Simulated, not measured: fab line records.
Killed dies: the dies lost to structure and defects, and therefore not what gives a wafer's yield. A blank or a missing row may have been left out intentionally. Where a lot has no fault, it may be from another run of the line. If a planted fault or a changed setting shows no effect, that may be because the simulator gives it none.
Which tool is to blame? + flow gf180mcu + 6 lots with 18 wafers sampled at 2 steps, on a route of 602 steps

WHAT THE GAUGES READ, wafer by wafer
GF_V5_CD_MEAS_14: the cd target is 260 nm.
| lot  | measured     | on        | cd_nm (nm)        |
|------|--------------|-----------|-------------------|
| L280 | day 27 15:58 | cd_sem-01 | 259.2 260.8 259.0 |
| L282 | day 28 05:59 | cd_sem-01 | 257.8 258.3 259.0 |
| L285 | day 29 02:48 | cd_sem-01 | 258.9 260.3 259.3 |
| L284 | day 29 09:15 | cd_sem-01 | 261.9 261.8 260.9 |
| L295 | day 31 22:08 | cd_sem-02 | 267.4 266.8 266.9 |
| L302 | day 33 17:18 | cd_sem-01 | 262.2 261.3 261.4 |

WHICH TOOL RAN EACH LOT (tool, then ch and the chambers of the sampled wafers, then the start)
| lot  | GF_V5_PEB_12                      |
|------|-----------------------------------|
| L280 | litho_track-04 ch 0, day 27 15:39 |
| L282 | litho_track-02 ch 0, day 28 05:38 |
| L285 | litho_track-03 ch 0, day 29 02:27 |
| L284 | litho_track-03 ch 0, day 29 08:54 |
| L295 | litho_track-04 ch 0, day 31 21:47 |
| L302 | litho_track-03 ch 0, day 33 16:57 |
- GF_V5_PEB_12: peb time 86.29 s.

THE ANSWER, worked out from the rows above alone
Rule: the lots themselves supply what counts as usual. The widest of any qualifying gaps counts: lots, ordered by their means at a reading, are off when they make up no more than a third of the lots, leave a main group of 4 or more, and stand apart from it by 3 or more times the standard deviation of that group's means. A main group whose means are all the same, to the digits that the tables above print for the reading, isn't used. A lot without any number at a reading at which 4 lots or more have one is off too. Where the step has rows for the other lots, those lots are counted as sound.
Off, at GF_V5_CD_MEAS_14 on cd_nm: L295. The main group has a mean of 260.1 nm with a standard deviation of 1.3.
If a tool, at a process step before that reading, ran all the lots that are off and no sound lot after the first of them, it fits. Those tools and the gauges at GF_V5_CD_MEAS_14 are tried in the same way. Undecided on this evidence; 2 tools fit (litho_track-04 at GF_V5_PEB_12, cd_sem-02 at GF_V5_CD_MEAS_14).

WHAT THE SIMULATOR HAD INSERTED
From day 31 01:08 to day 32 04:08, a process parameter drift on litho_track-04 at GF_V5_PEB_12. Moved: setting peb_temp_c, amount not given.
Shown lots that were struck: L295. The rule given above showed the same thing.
